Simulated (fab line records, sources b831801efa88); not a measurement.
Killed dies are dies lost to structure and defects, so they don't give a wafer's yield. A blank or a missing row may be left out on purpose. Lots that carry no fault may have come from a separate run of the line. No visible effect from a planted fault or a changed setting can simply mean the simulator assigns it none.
Chamber matching | flow gf180mcu | hdpcvd-01 running GF_V3_CVD_00: 3 sister chambers
The step deposits SiO2, target thk 600 nm, time 100 s. 3 wafers are shown with their chamber, then 7 later ones without.

WAFERS, EACH WITH ITS CHAMBER
wafer  | chamber | sih4 flow sccm (sccm)
L978.6 | 0       | 59.94
L985.1 | 2       | 60.03
L985.5 | 1       | 59.94

WAFERS WITH NO CHAMBER GIVEN
wafer  | sih4 flow sccm (sccm)
L985.6 | 60.05
L996.4 | 59.94
L996.5 | 59.88
L996.6 | 60.20
L997.2 | 60.28
L997.3 | 60.14
L997.6 | 59.80

WHICH CHAMBER EACH ONE RAN IN
wafer  | from the rows above          | in truth
L985.6 | can't be placed: 2 or 0 or 1 | 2
L996.4 | can't be placed: 0 or 1 or 2 | 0
L996.5 | can't be placed: 0 or 1 or 2 | 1
L996.6 | can't be placed: 2 or 0 or 1 | 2
L997.2 | can't be placed: 2 or 0 or 1 | 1
L997.3 | can't be placed: 2 or 0 or 1 | 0
L997.6 | can't be placed: 0 or 1 or 2 | 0
Correct placement for 0 of the 7. Cannot be placed on the basis of these rows: 7; the candidates contain the true chamber in 7. 0 placed wrongly.
How it was worked out, from the rows above alone: a wafer's distance from a chamber is the root of the sum, over the readings, of the square of ((its reading less the chamber's mean) divided by the reading's scatter). The wafer belongs to the nearest chamber; if the next one is less than 2 further off, it can't be placed. For every chamber, the mean is computed from those of its wafers that are shown. The scatter: with one shown wafer a chamber, the root of the mean of the squares of how far each hidden wafer lies from its nearest shown one.
